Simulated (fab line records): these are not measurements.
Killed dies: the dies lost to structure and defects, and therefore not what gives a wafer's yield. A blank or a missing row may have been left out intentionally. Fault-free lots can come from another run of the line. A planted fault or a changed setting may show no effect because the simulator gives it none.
Check of tool commonality ; flow gf180mcu ; Sampled: 12 lots, 42 wafers

WHY IT WAS OPENED
GF_VT_IMPLANT_TW_MEAS_21, reading VT_IMPLANT_2_TW: flagged on 2 of 12 lots. No-fault wafers: 1202, standard deviation 14.
Rule: a lot is flagged in two cases, either no wafer of it has a number, or all its wafers with numbers fall more than 4 standard deviations from that mean. The rest of the lots are taken to be sound.

lot;measured;on;VT_IMPLANT_2_TW, wafer by wafer;flag
L373;day 6 05:13;film_metro-01;1190 1190 1189;
L377;day 7 06:42;film_metro-03;1192 1199 1199;
L378;day 7 11:31;film_metro-04;1224 1228 1227;
L381;day 8 10:55;film_metro-03;1199 1189 1194;
L382;day 8 17:36;film_metro-03;1202 1193 1199;
L383;day 8 22:06;film_metro-01;1201 1190 1201;
L384;day 9 07:17;film_metro-01;1192 1191 1190;
L387;day 10 00:52;film_metro-04;1215 1213 1218;
L388;day 10 04:26;film_metro-01;1064 1056 1065 1063 1061 1070;FLAGGED
L389;day 10 11:19;film_metro-04;1215 1217 1217;
L390;day 10 17:50;film_metro-04;1083 1087 1082 1092 1086 1082;FLAGGED
L396;day 12 06:17;film_metro-01;1194 1198 1196;
On average the flagged lots' numbers are 1074, which is -128 against the usual, or -9 standard deviations.

WHICH TOOL RAN EACH LOT
Before the reading, the record contains 3 process steps out of a 602-step route. Each cell gives the tool, then ch followed by the chambers the sampled wafers passed through, then the start.
lot;flag;GF_NWELL_STRIP_10;GF_MVSD_STRIP_10;GF_VT_IMPLANT_IMPLANT_19
L373;;plasma_asher-04 ch 0,1, day 3 07:38;plasma_asher-01 ch 0,1, day 4 10:33;implanter-04 ch 0, day 6 05:00
L377;;plasma_asher-02 ch 0,1, day 4 06:02;plasma_asher-01 ch 0,1, day 5 10:11;implanter-04 ch 0, day 7 06:29
L378;;plasma_asher-03 ch 0,1, day 4 10:32;plasma_asher-04 ch 0,1, day 5 13:17;implanter-04 ch 0, day 7 11:18
L381;;plasma_asher-02 ch 0,1, day 5 04:31;plasma_asher-04 ch 0,1, day 6 10:35;implanter-03 ch 0, day 8 10:41
L382;;plasma_asher-04 ch 0,1, day 5 10:37;plasma_asher-04 ch 0,1, day 6 16:20;implanter-04 ch 0, day 8 17:23
L383;;plasma_asher-04 ch 0,1, day 5 12:48;plasma_asher-01 ch 0,1, day 6 20:16;implanter-03 ch 0, day 8 21:51
L384;;plasma_asher-02 ch 0,1, day 5 20:53;plasma_asher-01 ch 0, day 7 04:37;implanter-02 ch 0, day 9 07:02
L387;;plasma_asher-03 ch 0,1, day 6 13:48;plasma_asher-01 ch 0,1, day 7 22:30;implanter-02 ch 0, day 10 00:37
L388;FLAGGED;plasma_asher-02 ch 0,1, day 6 18:20;plasma_asher-04 ch 0,1, day 8 02:18;implanter-02 ch 0, day 10 04:12
L389;;plasma_asher-03 ch 0,1, day 6 23:19;plasma_asher-01 ch 0,1, day 8 07:40;implanter-03 ch 0, day 10 11:05
L390;FLAGGED;plasma_asher-03 ch 0,1, day 7 06:08;plasma_asher-04 ch 0,1, day 8 14:43;implanter-02 ch 0, day 10 17:35
L396;;plasma_asher-03 ch 0,1, day 8 13:29;plasma_asher-03 ch 0,1, day 9 23:08;implanter-04 ch 0, day 12 06:02
What is done by these steps:
- GF_NWELL_STRIP_10: strips in O2/N2.
- GF_MVSD_STRIP_10: strips in O2/N2.
- GF_VT_IMPLANT_IMPLANT_19
- GF_VT_IMPLANT_TW_MEAS_21

FLAGGED AGAINST TOTAL, ONE TOOL AT A TIME (gauges that did the reading follow at the end)
step;tool;lots run;flagged;share of the flagged lots;sound lots run after its first flagged lot
GF_NWELL_STRIP_10;plasma_asher-02;4;1;some;0
GF_NWELL_STRIP_10;plasma_asher-03;5;1;some;1 (L396)
GF_NWELL_STRIP_10;plasma_asher-04;3;0;none;-
GF_MVSD_STRIP_10;plasma_asher-01;6;0;none;-
GF_MVSD_STRIP_10;plasma_asher-03;1;0;none;-
GF_MVSD_STRIP_10;plasma_asher-04;5;2;all;0
GF_VT_IMPLANT_IMPLANT_19;implanter-02;4;2;all;0
GF_VT_IMPLANT_IMPLANT_19;implanter-03;3;0;none;-
GF_VT_IMPLANT_IMPLANT_19;implanter-04;5;0;none;-
GF_VT_IMPLANT_TW_MEAS_21;film_metro-01;5;1;some;1 (L396)
GF_VT_IMPLANT_TW_MEAS_21;film_metro-03;3;0;none;-
GF_VT_IMPLANT_TW_MEAS_21;film_metro-04;4;1;some;0

WHAT THE TABLE PERMITS
Every flagged lot went through 2 rows of the table: plasma_asher-04 at GF_MVSD_STRIP_10 and implanter-02 at GF_VT_IMPLANT_IMPLANT_19.
- plasma_asher-04 at GF_MVSD_STRIP_10 ran 5 lots, 2 of them flagged. Its last sound lot is L382 (day 6 16:20), its first flagged lot L388 (day 8 02:18): a fault that began between those two fits.
- implanter-02 at GF_VT_IMPLANT_IMPLANT_19 ran 4 lots, 2 of them flagged. Its last sound lot is L387 (day 10 00:37), its first flagged lot L388 (day 10 04:12): a fault that began between those two fits. Its own readings (tilt_deg) fall more than 4 standard deviations out on all wafers of the flagged lots.
Because each of these 2 tools fits a fault that began at some hour, counting lots does not separate them. More lots, or a look at what each step does to the wafer, might.

WHAT HAD BEEN PUT IN BY THE SIMULATOR
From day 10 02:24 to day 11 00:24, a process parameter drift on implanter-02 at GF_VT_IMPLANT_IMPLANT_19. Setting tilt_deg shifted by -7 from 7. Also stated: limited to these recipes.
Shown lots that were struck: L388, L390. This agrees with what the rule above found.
